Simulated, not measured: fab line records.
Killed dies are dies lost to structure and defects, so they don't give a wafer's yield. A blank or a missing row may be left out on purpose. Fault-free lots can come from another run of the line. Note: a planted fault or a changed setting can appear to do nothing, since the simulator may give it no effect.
Which tool is to blame?    flow gf180mcu    Sampling: 7 lots, 21 wafers, 4 of 602 route steps

## WHAT THE GAUGES READ, wafer by wafer
GF_M2_CD_MEAS_14: the cd target is 280 nm.
lot   measured      on        cdNm (nm)
L875  day 19 04:11  cdSem-02  283.2 282.7 283.6
L878  day 20 21:01  cdSem-01  278.5 279.7 279.3
L880  day 21 08:10  cdSem-02  281.1 281.1 280.5
L882  day 22 19:37  cdSem-02  281.9 280.2 280.6
L884  day 23 07:38  cdSem-01  279.0 280.2 279.9
L886  day 24 01:46  cdSem-01  280.0 279.7 279.9
L888  day 24 20:43  cdSem-01  359.1 360.1 360.4

## EACH LOT AND THE TOOL THAT RAN IT (in order: tool; ch and the chambers of the sampled wafers; start)
lot   GF_V1_ETCH_17                                 GF_M2_SPUTTER_03             GF_M2_PEB_12
L875  rieDiel-01 ch 0,1,3, day 18 05:17 or earlier  pvdSputter-03, day 18 05:17  lithoTrack-02 ch 0, day 19 03:51
L878  rieDiel-02 ch 1,2,3, day 19 20:23 or earlier  pvdSputter-04, day 19 20:23  lithoTrack-03 ch 0, day 20 20:40
L880  rieDiel-01 ch 2,3, day 20 08:31 or earlier    pvdSputter-03, day 20 08:31  lithoTrack-03 ch 0, day 21 07:50
L882  rieDiel-01 ch 1,2,3, day 21 20:17 or earlier  pvdSputter-03, day 21 20:17  lithoTrack-01 ch 0, day 22 19:17
L884  rieDiel-03 ch 1,2,3, day 22 08:46 or earlier  pvdSputter-01, day 22 08:46  lithoTrack-01 ch 0, day 23 07:19
L886  rieDiel-02 ch 0,2,3, day 23 02:24 or earlier  pvdSputter-03, day 23 02:24  lithoTrack-01 ch 0, day 24 01:25
L888  rieDiel-01 ch 0,1,3, day 23 23:04 or earlier  pvdSputter-01, day 23 23:04  lithoTrack-01 ch 0, day 24 20:23
- GF_V1_ETCH_17: etches SiO2 in C4F8/O2/Ar, stops on TiN, target depth 630 nm.
- GF_M2_SPUTTER_03: material Ti, target thk 10 nm, time 6.7 s.
- GF_M2_PEB_12: peb time 90 s.

## THE ANSWER, worked out from the rows above alone
Rule: usual is defined by the lots themselves. Put in order of their means at a reading, lots are off if they are a third of the lots or fewer, leave a main group of 4 or more, and stand apart from it by a gap of 3 or more times the standard deviation of the main group's means; of several such gaps the widest counts. The tables above print the reading to a certain number of digits; a main group whose means all agree to those digits is not used. Also off: a lot with no number at a reading for which 4 or more lots have one. Any other lot the step has rows for is counted as sound.
Off at GF_M2_CD_MEAS_14 (cdNm): L888. The main group: mean 280.6 nm, standard deviation 1.3.
If a tool, at a process step before that reading, ran all the lots that are off and no sound lot after the first of them, it fits. Gauges at GF_M2_CD_MEAS_14: tried the same way as those tools. With no start given for some of its lots, GF_V1_ETCH_17 uses the hours and lot order of GF_M2_SPUTTER_03. Can't be told from this: 4 tools fit, rieDiel-01 at GF_V1_ETCH_17, pvdSputter-01 at GF_M2_SPUTTER_03, lithoTrack-01 at GF_M2_PEB_12, cdSem-01 at GF_M2_CD_MEAS_14.

## WHAT THE SIMULATOR PUT IN
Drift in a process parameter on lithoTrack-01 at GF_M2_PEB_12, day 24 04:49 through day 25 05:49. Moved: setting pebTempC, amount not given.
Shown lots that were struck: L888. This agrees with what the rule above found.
